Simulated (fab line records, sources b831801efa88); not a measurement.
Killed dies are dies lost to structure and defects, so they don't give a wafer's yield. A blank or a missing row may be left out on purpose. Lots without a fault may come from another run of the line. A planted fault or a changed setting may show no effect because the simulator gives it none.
fab line records | flow sky130
record lots=5 wafers=15 last_day=50
route steps=708 shown RES_PROTECT@209 POLY_GATE@213 LDD_N@237
lots that met no fault: from a run of the same line without faults
start_h: hours from the record's first day to the start of the lot's first wafer shown | wait_h: hours since the lot's step before | " the same as in the row above | L1.1+2: a row that stands for several wafers | - no value, or no start given | * or withheld: withheld | < > ~ a bound
route shown NAME@n: a module of which the file shows steps, and the number in the route of the first | usual: mean/standard deviation of fault-free wafers | same: alike in all rows | chamber/n: place in a boat | sites: the reading at each site | _std_site: their standard deviation | _edge_site: outer sites' mean less inner sites' | radius_mm: how far each site lies from the wafer's centre | mask NAME#n: copy n | behind: the tool/chamber that last shaped the wafer | hold: why the lot was held/for how many hours/how that ended | device: the transistor (n, p or np) that didn't switch | end of line: the same wafers' tests at the end of the route | a step without rows: its recipe alone | killed: dies lost to structure and defects at the first sort, not the wafer's yield | map: a wafer's dies, x killed, . not, _ none there
set.NAME: the setting as run; set.NAME@STEP: as run at that earlier step | model.NAME: the simulator's own value behind a step, which no gauge read
lots at some steps of the route; a table a step, a row a wafer
services: from which hour (start_h, from the record's first day; less than 0 if before it) a tool's chamber was out of use, for how many hours, and why
## steps
# step SKY_RES_PROTECT_SOFTBAKE_03
# recipe temp_c=90 time_s=60 resist=NOVOLAK
# columns lot.wafer tool chamber start_h wait_h
L077.2+3+6 litho_track-01 0 365.44 0.1
L081.1+3+4 litho_track-03 0 397.77 0.1
L083.2+3+4 litho_track-03 0 417.90 0.1
L084.2+4+6 litho_track-01 0 424.59 0.1
L097.2+3+5 litho_track-02 0 545.38 0.1
# step SKY_RES_PROTECT_EXPOSE_04
# recipe mask_id=RPM na=0.6 source_shape=conventional sigma_outer=0.6 polarization=unpolarized target_cd_nm=1270 dose_mj=131
# usual exposure_dose_mJ_cm2=131.00/0.12 focus_offset_nm=-0.1/0.45
# columns lot.wafer tool chamber start_h wait_h mask exposure_dose_mJ_cm2 focus_offset_nm
L077.2 iline_stepper-02 0 - - RPM#0 130.91 -1.0
L077.3 " 0 " " RPM#0 130.87 -0.4
L077.6 " 0 " " RPM#0 130.98 -0.5
L081.1 iline_stepper-01 0 - - RPM#0 130.99 -0.4
L081.3 " 0 " " RPM#0 131.10 -0.5
L081.4 " 0 " " RPM#0 130.98 -0.2
L083.2 iline_stepper-01 0 - - RPM#0 131.21 0.0
L083.3 " 0 " " RPM#0 131.15 0.2
L083.4 " 0 " " RPM#0 131.09 0.4
L084.2 iline_stepper-02 0 - - RPM#0 131.05 -0.1
L084.4 " 0 " " RPM#0 130.96 -0.2
L084.6 " 0 " " RPM#0 131.05 0.2
L097.2 iline_stepper-02 0 - - RPM#0 130.80 1.1
L097.3 " 0 " " RPM#0 130.98 -0.1
L097.5 " 0 " " RPM#0 130.84 0.2
# step SKY_RES_PROTECT_PEB_05
# recipe temp_c=withheld time_s=* resist=NOVOLAK
# columns lot.wafer tool chamber start_h wait_h
L077.2+3+6 litho_track-01 0 - -
L081.1+3+4 litho_track-02 0 - -
L083.2+3+4 litho_track-03 0 - -
L084.2+4+6 litho_track-03 0 - -
L097.2+3+5 litho_track-02 0 - -
# step SKY_RES_PROTECT_DEVELOP_06
# recipe resist=NOVOLAK developer=TMAH develop_time_s=60 dev_temp_c=23
# same develop_time_s=60
# columns lot.wafer tool chamber start_h wait_h
L077.2+3+6 litho_track-01 0 379.64 0.1
L081.1+3+4 litho_track-02 0 411.95 0.1
L083.2+3+4 litho_track-03 0 433.20 0.1
L084.2+4+6 litho_track-03 0 439.80 0.1
L097.2+3+5 litho_track-02 0 560.73 0.1
# step SKY_POLY_GATE_IMPLANT_02
# recipe species=P energy_kev=30 dose_cm2=7.7e+15 tilt_deg=0
# usual faraday_current_uA=13234/840
# columns lot.wafer tool chamber start_h wait_h faraday_current_uA
L077.2 implanter-03 0 379.79 0.1 11933
L077.3 " 0 " " 12066
L077.6 " 0 " " 12150
L081.1 implanter-01 0 412.10 0.1 13961
L081.3 " 0 " " 13972
L081.4 " 0 " " 14055
L083.2 implanter-03 0 433.35 0.1 11752
L083.3 " 0 " " 11949
L083.4 " 0 " " 11733
L084.2 implanter-02 0 439.95 0.1 13227
L084.4 " 0 " " 13272
L084.6 " 0 " " 13505
L097.2 implanter-01 0 560.88 0.1 14251
L097.3 " 0 " " 13793
L097.5 " 0 " " 13960
# step SKY_RES_PROTECT_STRIP_07
# recipe chemistry=O2/N2 power_w=1400 pressure_mtorr=1500 platen_temp_c=withheld o2_flow_sccm=3000 n2_flow_sccm=300 overash_fraction=0.5
# usual drypump_motor_current_A=5.9/0.49 oes_product_au=0.518/0.0044 strip_time_to_endpoint_s=23.31/0.034
# columns lot.wafer tool chamber start_h wait_h drypump_motor_current_A oes_product_au rf_hours_counter_h strip_time_to_endpoint_s
L077.2 plasma_asher-02 1 379.91 0.1 6.3 0.510 57 23.34
L077.3 " 1 " " 6.3 0.515 - 23.32
L077.6 " 0 " " 6.4 0.514 - 23.31
L081.1 plasma_asher-02 0 412.25 0.1 6.4 0.521 60 23.31
L081.3 " 0 " " 6.4 0.517 - 23.33
L081.4 " 1 " " 6.3 0.511 - 23.31
L083.2 plasma_asher-01 0 433.47 0.1 5.4 0.521 72 23.24
L083.3 " 1 " " 5.9 0.520 - 23.26
L083.4 " 0 " " 5.4 0.519 - 23.25
L084.2 plasma_asher-01 0 440.07 0.1 5.4 0.530 72 23.28
L084.4 " 1 " " 5.9 0.518 - 23.30
L084.6 " 0 " " 5.4 0.527 - 23.29
L097.2 plasma_asher-02 0 561.00 0.1 6.4 0.517 74 23.30
L097.3 " 1 " " 6.3 0.520 - 23.29
L097.5 " 1 " " 6.3 0.522 - 23.33
# step SKY_RES_PROTECT_TW_MEAS_08
# usual POLY_GATE_TW=4059/35
# columns lot.wafer tool chamber start_h wait_h POLY_GATE_TW
L077.2 film_metro-04 - 380.02 0.1 4040
L077.3 " - " " 4049
L077.6 " - " " 4038
L081.1 film_metro-04 - 412.35 0.1 4047
L081.3 " - " " 4035
L081.4 " - " " 4064
L083.2 film_metro-02 - 433.58 0.1 4098
L083.3 " - " " 4103
L083.4 " - " " 4121
L084.2 film_metro-01 - 440.18 0.1 4021
L084.4 " - " " 3998
L084.6 " - " " 4003
L097.2 film_metro-02 - 561.11 0.1 4050
L097.3 " - " " 4045
L097.5 " - " " 4070
# step SKY_RES_PROTECT_CLEAN_09
# recipe chemistry=SC1/SC2 mix=1:4:20 temp_c=70 time_s=150 dry=n2_spin
# columns lot.wafer tool chamber start_h wait_h
L077.2+3+6 wet_bench-03 0 380.07 0.0
L081.1+3+4 wet_bench-01 3 412.41 0.1
L083.2+3+4 wet_bench-03 2 433.63 0.0
L084.2+4+6 wet_bench-01 3 440.23 0.0
L097.2+3+5 wet_bench-01 3 561.16 0.0
# step SKY_POLY_GATE_CVD_03
# recipe material=Si3N4 precursor=DCS/NH3 target_thk_nm=75 temp_c=770 time_s=1290 pressure_mtorr=250
# columns lot.wafer tool chamber start_h wait_h
L077.2+3+6 lpcvd-02 0 380.12 0.0
L081.1+3+4 lpcvd-02 0 413.48 1.0
L083.2+3+4 lpcvd-02 1 434.05 0.4
L084.2+4+6 lpcvd-02 1 440.28 0.0
L097.2+3+5 lpcvd-02 1 561.21 0.0
# step SKY_POLY_GATE_THK_MEAS_04
# recipe reads=Si3N4_of_POLY_GATE_CVD_03
# usual POLY_GATE_CVD_03_THK=74.7/0.76
# columns lot.wafer tool chamber start_h wait_h POLY_GATE_CVD_03_THK[nm]
L077.2 film_metro-03 - 382.17 0.0 74.9
L077.3 " - " " 74.6
L077.6 " - " " 74.1
L081.1 film_metro-04 - 414.84 0.0 75.0
L081.3 " - " " 74.1
L081.4 " - " " 74.2
L083.2 film_metro-02 - 435.42 0.0 75.4
L083.3 " - " " 75.2
L083.4 " - " " 74.5
L084.2 film_metro-02 - 441.65 0.0 75.2
L084.4 " - " " 75.3
L084.6 " - " " 75.1
L097.2 film_metro-04 - 562.58 0.0 74.3
L097.3 " - " " 74.4
L097.5 " - " " 73.7
# step SKY_POLY_GATE_DEHYDRATE_05
# recipe temp_c=200 time_s=60
# columns lot.wafer tool chamber start_h wait_h
L077.2+3+6 litho_track-04 0 395.08 12.9
L081.1+3+4 litho_track-03 0 429.57 14.7
L083.2+3+4 litho_track-02 0 450.78 15.3
L084.2+4+6 litho_track-04 0 456.78 15.1
L097.2+3+5 litho_track-02 0 576.88 14.3
# step SKY_POLY_GATE_HMDS_06
# recipe prime_time_s=60 prime_temp_c=120
# columns lot.wafer tool chamber start_h wait_h
L077.2+3+6 litho_track-04 0 395.23 0.1
L081.1+3+4 litho_track-03 0 429.72 0.1
L083.2+3+4 litho_track-02 0 450.93 0.1
L084.2+4+6 litho_track-04 0 456.93 0.1
L097.2+3+5 litho_track-02 0 577.03 0.1
# step SKY_POLY_GATE_COAT_07
# recipe resist=BARC temp_c=withheld time_s=withheld spin_rpm=3000 resist_thk_nm=110
# usual spin_speed_rpm=2999.5/2.2
# columns lot.wafer tool chamber start_h wait_h spin_speed_rpm
L077.2 litho_track-04 0 395.38 0.1 3000.6
L077.3 " 0 " " 3001.3
L077.6 " 0 " " 2995.3
L081.1 litho_track-03 0 429.87 0.1 3001.9
L081.3 " 0 " " 3001.0
L081.4 " 0 " " 3000.3
L083.2 litho_track-02 0 451.08 0.1 2996.0
L083.3 " 0 " " 3001.1
L083.4 " 0 " " 3002.0
L084.2 litho_track-04 0 457.08 0.1 2998.3
L084.4 " 0 " " 2999.8
L084.6 " 0 " " 3003.3
L097.2 litho_track-02 0 577.18 0.1 2995.8
L097.3 " 0 " " 3001.8
L097.5 " 0 " " 2997.4
# step SKY_POLY_GATE_COAT_08
# recipe resist=KrF-thick spin_rpm=3000 resist_thk_nm=450
# usual spin_speed_rpm=2999.8/2
# columns lot.wafer tool chamber start_h wait_h spin_speed_rpm
L077.2 litho_track-04 0 - - 3000.4
L077.3 " 0 " " 2997.5
L077.6 " 0 " " 2997.3
L081.1 litho_track-03 0 - - 3001.6
L081.3 " 0 " " 3002.5
L081.4 " 0 " " 3002.4
L083.2 litho_track-02 0 - - 3002.0
L083.3 " 0 " " 3000.4
L083.4 " 0 " " 3000.6
L084.2 litho_track-04 0 - - 2999.4
L084.4 " 0 " " 2997.2
L084.6 " 0 " " 3004.3
L097.2 litho_track-02 0 - - 3002.5
L097.3 " 0 " " 2999.3
L097.5 " 0 " " 3000.5
# step SKY_POLY_GATE_SOFTBAKE_09
# recipe temp_c=100 time_s=90 resist=KrF-thick
# columns lot.wafer tool chamber start_h wait_h
L077.2+3+6 litho_track-04 0 - -
L081.1+3+4 litho_track-03 0 - -
L083.2+3+4 litho_track-02 0 - -
L084.2+4+6 litho_track-04 0 - -
L097.2+3+5 litho_track-02 0 - -
# step SKY_POLY_GATE_EXPOSE_10
# recipe mask_id=P1M na=0.68 source_shape=conventional sigma_outer=0.6 target_cd_nm=150 dose_mj=28
# usual exposure_dose_mJ_cm2=28.003/0.029 focus_offset_nm=0.0/0.51
# columns lot.wafer tool chamber start_h wait_h mask exposure_dose_mJ_cm2 focus_offset_nm
L077.2 krf_scanner-02 0 - - P1M#0 28.014 0.5
L077.3 " 0 " " P1M#0 28.027 -0.5
L077.6 " 0 " " P1M#0 28.035 0.0
L081.1 krf_scanner-01 0 - - P1M#0 28.000 0.6
L081.3 " 0 " " P1M#0 27.981 0.5
L081.4 " 0 " " P1M#0 27.998 0.8
L083.2 krf_scanner-01 0 - - P1M#0 28.019 -0.4
L083.3 " 0 " " P1M#0 28.021 0.2
L083.4 " 0 " " P1M#0 28.027 0.0
L084.2 krf_scanner-02 0 - - P1M#0 27.953 0.0
L084.4 " 0 " " P1M#0 27.992 0.2
L084.6 " 0 " " P1M#0 28.032 -0.5
L097.2 krf_scanner-01 0 - - P1M#0 28.036 0.6
L097.3 " 0 " " P1M#0 28.019 0.4
L097.5 " 0 " " P1M#0 28.018 0.4
# step SKY_POLY_GATE_PEB_11
# recipe peb_temp_c=withheld peb_time_s=withheld resist=KrF-thick
# columns lot.wafer tool chamber start_h wait_h
L077.2+3+6 litho_track-03 0 - -
L081.1+3+4 litho_track-03 0 - -
L083.2+3+4 litho_track-02 0 - -
L084.2+4+6 litho_track-03 0 - -
L097.2+3+5 litho_track-02 0 - -
# step SKY_POLY_GATE_DEVELOP_12
# recipe develop_time_s=60 resist=KrF-thick dev_temp_c=21
# same develop_time_s=60
# columns lot.wafer tool chamber start_h wait_h
L077.2+3+6 litho_track-03 0 - -
L081.1+3+4 litho_track-03 0 - -
L083.2+3+4 litho_track-02 0 - -
L084.2+4+6 litho_track-03 0 - -
L097.2+3+5 litho_track-02 0 - -
# step SKY_POLY_GATE_CD_MEAS_13
# recipe target_cd_nm=150
# usual cd_nm=150.0/1.7
# columns lot.wafer tool chamber start_h wait_h cd_nm
L077.2 cd_sem-01 - 410.39 - 150.7
L077.3 " - " " 149.3
L077.6 " - " " 150.0
L081.1 cd_sem-01 - 445.82 - 151.7
L081.3 " - " " 152.0
L081.4 " - " " 152.1
L083.2 cd_sem-02 - 466.87 - 149.7
L083.3 " - " " 149.2
L083.4 " - " " 149.7
L084.2 cd_sem-02 - 473.19 - 148.0
L084.4 " - " " 148.4
L084.6 " - " " 150.5
L097.2 cd_sem-01 - 592.52 - 147.3
L097.3 " - " " 148.4
L097.5 " - " " 148.0
# step SKY_POLY_GATE_OVL_MEAS_14
# usual POLY_GATE_OVL=3/5.4
# columns lot.wafer tool chamber start_h wait_h POLY_GATE_OVL[nm]
L077.2 overlay-01 - 410.50 0.1 6
L077.3 " - " " 14
L077.6 " - " " -2
L081.1 overlay-02 - 445.94 0.1 10
L081.3 " - " " 3
L081.4 " - " " 3
L083.2 overlay-01 - 466.98 0.1 11
L083.3 " - " " 10
L083.4 " - " " 3
L084.2 overlay-02 - 473.30 0.1 2
L084.4 " - " " 10
L084.6 " - " " -1
L097.2 overlay-02 - 592.63 0.1 2
L097.3 " - " " 3
L097.5 " - " " 0
# step SKY_POLY_GATE_ETCH_15
# recipe chemistry=N2/H2 target=BARC ion_energy_ev=200 source_w=500 bias_w=100 pressure_mtorr=30 n2_flow_sccm=100 h2_flow_sccm=200 stop_on=SiO2 time_s=118.5 target_depth_a=1100
# usual drypump_motor_current_A=5.8/0.47 oes_product_au=0.716/0.0048 rf_fwd_power_W=497.1/1.9 throttle_valve_pct=13.213/0.0096
# columns lot.wafer tool chamber start_h wait_h drypump_motor_current_A oes_product_au rf_fwd_power_W rf_hours_counter_h throttle_valve_pct
L077.2 rie_diel-04 0 410.53 0.0 6.0 0.716 496.4 78 13.210
L077.3 " 2 " " 5.9 0.713 497.8 7 13.209
L077.6 " 0 " " 6.0 0.715 497.7 - 13.203
L081.1 rie_diel-04 1 445.98 0.0 5.5 0.718 495.1 2 13.216
L081.3 " 2 " " 5.8 0.714 497.0 8 13.204
L081.4 " 0 " " 6.0 0.710 496.4 79 13.217
L083.2 rie_diel-04 2 467.01 0.0 5.8 0.709 497.7 8 13.228
L083.3 " 1 " " 5.5 0.718 493.9 3 13.215
L083.4 " 3 " " 6.5 0.712 494.5 1 13.215
L084.2 rie_diel-04 1 473.33 0.0 5.5 0.721 496.6 3 13.199
L084.4 " 3 " " 6.5 0.708 496.1 1 13.192
L084.6 " 0 " " 6.0 0.720 495.1 - 13.207
L097.2 rie_diel-04 2 592.66 0.0 5.9 0.716 499.7 11 13.206
L097.3 " 1 " " 5.5 0.715 493.6 5 13.207
L097.5 " 1 " " 5.5 0.707 494.3 - 13.207
# step SKY_POLY_GATE_ETCH_16
# recipe stop_on=poly-Si chemistry=CH3F/O2 target=Si3N4 source_w=400 bias_w=80 pressure_mtorr=25 ch3f_flow_sccm=40 O2_flow_sccm=30 time_s=147.5 target_depth_a=750
# usual drypump_motor_current_A=5.8/0.47 oes_product_au=0.640/0.005 rf_fwd_power_W=397.8/1.4 throttle_valve_pct=10.535/0.0088
# columns lot.wafer tool chamber start_h wait_h drypump_motor_current_A oes_product_au rf_fwd_power_W rf_hours_counter_h throttle_valve_pct
L077.2 rie_diel-04 0 410.61 0.0 6.0 0.641 396.0 78 10.537
L077.3 " 2 " " 5.9 0.640 399.4 7 10.541
L077.6 " 0 " " 6.0 0.639 396.3 - 10.526
L081.1 rie_diel-04 1 446.06 0.0 5.5 0.641 396.5 2 10.533
L081.3 " 2 " " 5.8 0.638 397.6 8 10.540
L081.4 " 0 " " 6.0 0.642 395.3 79 10.535
L083.2 rie_diel-04 2 467.09 0.0 5.8 0.643 397.9 8 10.538
L083.3 " 1 " " 5.5 0.638 396.4 3 10.536
L083.4 " 3 " " 6.4 0.638 396.9 1 10.544
L084.2 rie_diel-04 1 473.41 0.0 5.5 0.637 396.3 3 10.549
L084.4 " 3 " " 6.5 0.640 397.3 1 10.540
L084.6 " 0 " " 6.0 0.631 397.8 - 10.538
L097.2 rie_diel-04 2 592.74 0.0 5.8 0.639 400.3 11 10.531
L097.3 " 1 " " 5.5 0.640 396.1 5 10.526
L097.5 " 1 " " 5.5 0.638 397.3 - 10.552
# step SKY_POLY_GATE_ETCH_17
# recipe target_depth_nm=180 stop_on=SiO2 over_etch_frac=0.56667 chemistry=HBr/Cl2 target=poly-Si icp_w=400 bias_w=100 pressure_mtorr=10 HBr_flow_sccm=150 Cl2_flow_sccm=50 time_s=70.5
# usual drypump_motor_current_A=5.6/0.47 oes_product_au=0.988/0.0071 rf_fwd_power_W=397.3/1.5 throttle_valve_pct=33.684/0.0088
# columns lot.wafer tool chamber start_h wait_h drypump_motor_current_A oes_product_au rf_fwd_power_W rf_hours_counter_h throttle_valve_pct
L077.2 rie_si-01 3 410.71 0.0 4.8 0.995 398.6 0 33.689
L077.3 " 1 " " 5.7 0.997 396.3 1 33.683
L077.6 " 0 " " 6.0 0.993 393.8 - 33.690
L081.1 rie_si-01 3 446.16 0.0 4.8 0.981 398.2 1 33.682
L081.3 " 2 " " 6.0 0.990 394.8 5 33.679
L081.4 " 0 " " 6.0 0.990 396.8 0 33.687
L083.2 rie_si-01 1 467.19 0.0 5.7 0.979 394.6 2 33.693
L083.3 " 2 " " 6.0 0.990 395.5 5 33.686
L083.4 " 3 " " 4.8 0.983 396.6 1 33.688
L084.2 rie_si-02 0 473.51 0.0 5.5 0.979 398.4 7 33.671
L084.4 " 2 " " 5.0 0.988 397.5 19 33.692
L084.6 " 3 " " 6.2 0.992 397.8 - 33.685
L097.2 rie_si-01 0 592.84 0.0 5.9 0.981 395.6 1 33.676
L097.3 " 1 " " 5.7 0.983 397.1 2 33.695
L097.5 " 3 " " 4.8 0.991 396.7 - 33.665
# step SKY_POLY_GATE_STRIP_18
# recipe chemistry=O2/N2 power_w=1400 pressure_mtorr=1500 platen_temp_c=withheld o2_flow_sccm=3000 n2_flow_sccm=300 overash_fraction=0.5
# usual drypump_motor_current_A=5.6/0.44 oes_product_au=0.361/0.0052 strip_time_to_endpoint_s=3.160/0.027
# columns lot.wafer tool chamber start_h wait_h drypump_motor_current_A oes_product_au rf_hours_counter_h strip_time_to_endpoint_s
L077.2 plasma_asher-04 0 410.76 0.0 6.3 0.364 73 3.200
L077.3 " 0 " " 6.3 0.355 - 3.174
L077.6 " 1 " " 5.0 0.367 - 3.182
L081.1 plasma_asher-04 1 446.21 0.0 5.0 0.361 2 3.150
L081.3 " 0 " " 6.3 0.358 - 3.134
L081.4 " 1 " " 5.1 0.362 - 3.155
L083.2 plasma_asher-04 0 467.24 0.0 6.3 0.366 4 3.158
L083.3 " 1 " " 5.0 0.359 - 3.144
L083.4 " 0 " " 6.3 0.357 - 3.172
L084.2 plasma_asher-03 0 473.56 0.0 5.7 0.353 32 3.144
L084.4 " 1 " " 5.3 0.360 - 3.159
L084.6 " 1 " " 5.3 0.363 - 3.175
L097.2 plasma_asher-01 1 592.89 0.0 5.9 0.364 88 3.130
L097.3 " 1 " " 6.0 0.362 - 3.135
L097.5 " 0 " " 5.4 0.360 - 3.102
# step SKY_POLY_GATE_CLEAN_19
# recipe chemistry=SC1/SC2 mix=1:4:20 temp_c=70 time_s=150 dry=n2_spin
# columns lot.wafer tool chamber start_h wait_h
L077.2+3+6 wet_bench-01 2 410.86 0.1
L081.1+3+4 wet_bench-01 2 446.31 0.1
L083.2+3+4 wet_bench-03 3 467.34 0.1
L084.2+4+6 wet_bench-03 0 473.66 0.1
L097.2+3+5 wet_bench-03 0 592.99 0.1
# step SKY_POLY_GATE_OXIDATION_20
# recipe temp_c=850 ambient=O2 stabilise_s=600 purge_s=300 target_thk_a=40 ox_time_s=899
# columns lot.wafer tool chamber start_h wait_h
L077.2+3+6 furnace-01 0 412.45 1.5
L081.1+3+4 furnace-02 0 446.36 0.0
L083.2+3+4 furnace-02 0 469.33 1.9
L084.2+4+6 furnace-01 0 473.72 0.0
L097.2+3+5 furnace-01 0 593.58 0.5
# step SKY_POLY_GATE_THK_MEAS_21
# recipe reads=SiO2_of_POLY_GATE_OXIDATION_20
# usual POLY_GATE_OXIDATION_THK=4.02/0.073
# columns lot.wafer tool chamber start_h wait_h POLY_GATE_OXIDATION_THK[nm]
L077.2 film_metro-04 - 413.71 0.0 4.02
L077.3 " - " " 4.00
L077.6 " - " " 3.90
L081.1 film_metro-04 - 447.61 0.0 4.05
L081.3 " - " " 4.08
L081.4 " - " " 4.12
L083.2 film_metro-02 - 470.59 0.0 3.96
L083.3 " - " " 3.97
L083.4 " - " " 4.06
L084.2 film_metro-03 - 474.98 0.0 3.99
L084.4 " - " " 4.08
L084.6 " - " " 3.92
L097.2 film_metro-04 - 594.84 0.0 4.17
L097.3 " - " " 4.12
L097.5 " - " " 4.15
# step SKY_POLY_GATE_CD_MEAS_22
# usual cd_nm=150.4/2
# columns lot.wafer tool chamber start_h wait_h cd_nm
L077.2 cd_sem-01 - 413.79 0.1 150.1
L077.3 " - " " 151.0
L077.6 " - " " 149.0
L081.1 cd_sem-01 - 447.67 0.1 151.7
L081.3 " - " " 151.0
L081.4 " - " " 151.3
L083.2 cd_sem-01 - 470.67 0.1 152.1
L083.3 " - " " 149.9
L083.4 " - " " 150.6
L084.2 cd_sem-01 - 475.06 0.1 148.3
L084.4 " - " " 148.4
L084.6 " - " " 148.0
L097.2 cd_sem-02 - 594.92 0.1 147.6
L097.3 " - " " 148.2
L097.5 " - " " 148.5
# step SKY_LDD_N_DEHYDRATE_00
# recipe temp_c=200 time_s=60
# columns lot.wafer tool chamber start_h wait_h
L077.2+3+6 litho_track-03 0 428.30 14.5
L081.1+3+4 litho_track-01 0 462.41 14.7
L083.2+3+4 litho_track-01 0 484.64 13.9
L084.2+4+6 litho_track-01 0 490.19 15.1
L097.2+3+5 litho_track-04 0 608.73 13.8
# step SKY_LDD_N_HMDS_01
# recipe prime_time_s=60 prime_temp_c=120
# columns lot.wafer tool chamber start_h wait_h
L077.2+3+6 litho_track-03 0 428.45 0.1
L081.1+3+4 litho_track-01 0 462.56 0.1
L083.2+3+4 litho_track-01 0 484.79 0.1
L084.2+4+6 litho_track-01 0 490.34 0.1
L097.2+3+5 litho_track-04 0 608.88 0.1
# step SKY_LDD_N_COAT_02
# recipe resist=NOVOLAK spin_rpm=3000 resist_thk_nm=300
# usual spin_speed_rpm=2999.9/2.1
# columns lot.wafer tool chamber start_h wait_h spin_speed_rpm
L077.2 litho_track-03 0 428.60 0.1 3000.5
L077.3 " 0 " " 2997.6
L077.6 " 0 " " 3001.4
L081.1 litho_track-01 0 462.71 0.1 2998.6
L081.3 " 0 " " 2996.0
L081.4 " 0 " " 2997.3
L083.2 litho_track-01 0 484.94 0.1 2998.7
L083.3 " 0 " " 2998.1
L083.4 " 0 " " 3000.9
L084.2 litho_track-01 0 490.49 0.1 3001.8
L084.4 " 0 " " 3000.1
L084.6 " 0 " " 3000.1
L097.2 litho_track-04 0 609.03 0.1 3001.1
L097.3 " 0 " " 2999.1
L097.5 " 0 " " 2996.4
# step SKY_LDD_N_SOFTBAKE_03
# recipe temp_c=90 time_s=60 resist=NOVOLAK
# columns lot.wafer tool chamber start_h wait_h
L077.2+3+6 litho_track-03 0 428.75 0.1
L081.1+3+4 litho_track-01 0 462.86 0.1
L083.2+3+4 litho_track-01 0 485.09 0.1
L084.2+4+6 litho_track-01 0 490.64 0.1
L097.2+3+5 litho_track-04 0 609.18 0.1
# step SKY_LDD_N_EXPOSE_04
# recipe mask_id=NTM target_cd_nm=840 na=0.6 source_shape=conventional sigma_outer=0.6 dose_mj=110
# usual exposure_dose_mJ_cm2=110.01/0.11 focus_offset_nm=0.0/0.51
# columns lot.wafer tool chamber start_h wait_h mask exposure_dose_mJ_cm2 focus_offset_nm
L077.2 iline_stepper-02 0 - - NTM#0 109.89 0.7
L077.3 " 0 " " NTM#0 109.95 -0.4
L077.6 " 0 " " NTM#0 109.91 0.7
L081.1 iline_stepper-01 0 - - NTM#0 110.01 -0.5
L081.3 " 0 " " NTM#0 109.99 -0.4
L081.4 " 0 " " NTM#0 109.97 -0.6
L083.2 iline_stepper-01 0 - - NTM#0 110.07 0.0
L083.3 " 0 " " NTM#0 109.96 0.5
L083.4 " 0 " " NTM#0 110.08 0.8
L084.2 iline_stepper-01 0 - - NTM#0 110.13 0.0
L084.4 " 0 " " NTM#0 109.74 -0.3
L084.6 " 0 " " NTM#0 109.86 0.1
L097.2 iline_stepper-01 0 - - NTM#0 109.99 -0.4
L097.3 " 0 " " NTM#0 110.10 -0.7
L097.5 " 0 " " NTM#0 109.91 0.1
# step SKY_LDD_N_PEB_05
# recipe temp_c=withheld time_s=* resist=NOVOLAK
# columns lot.wafer tool chamber start_h wait_h
L077.2+3+6 litho_track-04 0 - -
L081.1+3+4 litho_track-04 0 - -
L083.2+3+4 litho_track-01 0 - -
L084.2+4+6 litho_track-04 0 - -
L097.2+3+5 litho_track-01 0 - -
# step SKY_LDD_N_DEVELOP_06
# recipe develop_time_s=60 dev_temp_c=23
# same develop_time_s=60
# columns lot.wafer tool chamber start_h wait_h
L077.2+3+6 litho_track-04 0 444.48 0.1
L081.1+3+4 litho_track-04 0 478.70 0.1
L083.2+3+4 litho_track-01 0 501.54 0.1
L084.2+4+6 litho_track-04 0 506.28 0.1
L097.2+3+5 litho_track-01 0 624.29 0.1
# step SKY_LDD_N_OVL_MEAS_07
# usual LDD_N_OVL=0.5/1.2
# columns lot.wafer tool chamber start_h wait_h LDD_N_OVL[nm]
L077.2 overlay-01 - 444.61 0.1 0.1
L077.3 " - " " 0.5
L077.6 " - " " -0.5
L081.1 overlay-01 - 478.85 0.1 -0.8
L081.3 " - " " 1.2
L081.4 " - " " -1.6
L083.2 overlay-01 - 501.67 0.1 -1.2
L083.3 " - " " -0.5
L083.4 " - " " -0.8
L084.2 overlay-01 - 506.41 0.1 0.3
L084.4 " - " " 0.4
L084.6 " - " " 0.5
L097.2 overlay-01 - 624.42 0.1 3.2
L097.3 " - " " 0.7
L097.5 " - " " 1.0
# step SKY_LDD_N_IMPLANT_08
# recipe species=As energy_kev=20 dose_cm2=7.5e+13 tilt_deg=withheld rotation_deg=23
# usual faraday_current_uA=422/8.2
# columns lot.wafer tool chamber start_h wait_h faraday_current_uA
L077.2 implanter-01 0 444.67 0.0 415
L077.3 " 0 " " 420
L077.6 " 0 " " 430
L081.1 implanter-01 0 478.89 0.0 423
L081.3 " 0 " " 425
L081.4 " 0 " " 418
L083.2 implanter-04 0 501.72 0.0 426
L083.3 " 0 " " 416
L083.4 " 0 " " 406
L084.2 implanter-01 0 506.47 0.0 432
L084.4 " 0 " " 421
L084.6 " 0 " " 428
L097.2 implanter-03 0 624.47 0.0 413
L097.3 " 0 " " 421
L097.5 " 0 " " 417
# step SKY_LDD_N_IMPLANT_09
# recipe species=As energy_kev=20 dose_cm2=7.5e+13 tilt_deg=withheld rotation_deg=113
# usual faraday_current_uA=422/8.4
# columns lot.wafer tool chamber start_h wait_h faraday_current_uA
L077.2 implanter-01 0 444.82 0.1 411
L077.3 " 0 " " 412
L077.6 " 0 " " 420
L081.1 implanter-01 0 479.04 0.1 441
L081.3 " 0 " " 426
L081.4 " 0 " " 418
L083.2 implanter-04 0 501.87 0.1 430
L083.3 " 0 " " 431
L083.4 " 0 " " 420
L084.2 implanter-01 0 506.62 0.1 439
L084.4 " 0 " " 414
L084.6 " 0 " " 416
L097.2 implanter-03 0 624.62 0.1 413
L097.3 " 0 " " 420
L097.5 " 0 " " 436
# step SKY_LDD_N_IMPLANT_10
# recipe species=As energy_kev=20 dose_cm2=7.5e+13 tilt_deg=withheld rotation_deg=203
# usual faraday_current_uA=423/7.6
# columns lot.wafer tool chamber start_h wait_h faraday_current_uA
L077.2 implanter-01 0 444.97 0.1 420
L077.3 " 0 " " 422
L077.6 " 0 " " 397
L081.1 implanter-01 0 479.19 0.1 417
L081.3 " 0 " " 424
L081.4 " 0 " " 418
L083.2 implanter-04 0 502.02 0.1 414
L083.3 " 0 " " 419
L083.4 " 0 " " 420
L084.2 implanter-01 0 506.77 0.1 416
L084.4 " 0 " " 439
L084.6 " 0 " " 435
L097.2 implanter-03 0 624.77 0.1 418
L097.3 " 0 " " 431
L097.5 " 0 " " 442
## services
# columns tool chamber start_h hours kind
rie_si-01 2 346.43 8.1 repair
implanter-03 - 351.38 20.0 pm
rie_diel-04 1 417.96 4.5 repair
rie_diel-04 0 419.42 3.5 repair
iline_stepper-01 - 428.11 1.6 repair
iline_stepper-01 - 440.16 7.9 repair
implanter-03 - 451.11 7.9 repair
implanter-03 - 455.55 0.9 repair
wet_bench-01 - 456.80 1.0 repair
iline_stepper-02 - 461.50 1.7 pm
rie_diel-04 0 481.27 7.2 repair
iline_stepper-01 - 491.79 7.7 repair
iline_stepper-02 - 499.49 4.4 pm
wet_bench-03 - 512.05 2.5 repair
iline_stepper-01 - 513.59 8.0 repair
implanter-01 - 519.13 2.4 pm
rie_si-01 3 520.30 2.2 repair
iline_stepper-01 - 521.61 1.7 pm
iline_stepper-01 - 545.10 3.8 repair
implanter-01 - 545.21 2.6 repair
implanter-01 - 547.42 1.2 repair
implanter-01 - 580.25 1.2 repair
iline_stepper-01 - 604.75 2.1 pm
implanter-03 - 605.73 4.0 pm
## key
fault none
